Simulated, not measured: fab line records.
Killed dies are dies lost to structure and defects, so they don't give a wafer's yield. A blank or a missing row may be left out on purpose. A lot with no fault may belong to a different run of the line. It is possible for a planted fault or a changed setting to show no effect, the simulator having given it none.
Chamber matching || flow gf180mcu || GF_STI_CVD_23 on hdpcvd-01: 3 sister chambers
The step deposits SiO2, target thk 650 nm, time 108.3 s. 3 wafers are shown with their chamber, then 7 later ones without.

== WAFERS PAIRED WITH THEIR CHAMBERS ==
{"wafer": "L752.4", "chamber": 2, "susceptor temp C (C)": 599.99}
{"wafer": "L757.3", "chamber": 1, "susceptor temp C (C)": 599.71}
{"wafer": "L757.4", "chamber": 0, "susceptor temp C (C)": 599.96}

== WAFERS WITHOUT THEIR CHAMBER ==
{"wafer": "L757.5", "susceptor temp C (C)": 600.46}
{"wafer": "L760.2", "susceptor temp C (C)": 599.55}
{"wafer": "L760.3", "susceptor temp C (C)": 599.31}
{"wafer": "L760.6", "susceptor temp C (C)": 600.02}
{"wafer": "L761.2", "susceptor temp C (C)": 600.43}
{"wafer": "L761.3", "susceptor temp C (C)": 599.67}
{"wafer": "L761.4", "susceptor temp C (C)": 600.10}

== EACH ONE'S CHAMBER ==
{"wafer": "L757.5", "from the rows above": "can't be placed: 2 or 0 or 1", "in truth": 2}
{"wafer": "L760.2", "from the rows above": "can't be placed: 1 or 0 or 2", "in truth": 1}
{"wafer": "L760.3", "from the rows above": "can't be placed: 1 or 0 or 2", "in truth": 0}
{"wafer": "L760.6", "from the rows above": "can't be placed: 2 or 0 or 1", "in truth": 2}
{"wafer": "L761.2", "from the rows above": "can't be placed: 2 or 0 or 1", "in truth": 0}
{"wafer": "L761.3", "from the rows above": "can't be placed: 1 or 0 or 2", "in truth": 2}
{"wafer": "L761.4", "from the rows above": "can't be placed: 2 or 0 or 1", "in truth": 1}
Correct placement for 0 of the 7. Cannot be placed on the basis of these rows: 7; the candidates contain the true chamber in 7. Number placed wrongly: 0.
How it was worked out, from the rows above alone: a wafer's distance from a chamber is the root of the sum, over the readings, of the square of ((its reading less the chamber's mean) divided by the reading's scatter). If the next closest chamber is less than 2 further off than the closest, the wafer can't be placed; otherwise it belongs to the closest. The mean given for a chamber averages the wafers shown for that chamber. The scatter: root of mean squared gap, hidden wafer to nearest shown wafer, with one shown wafer a chamber.
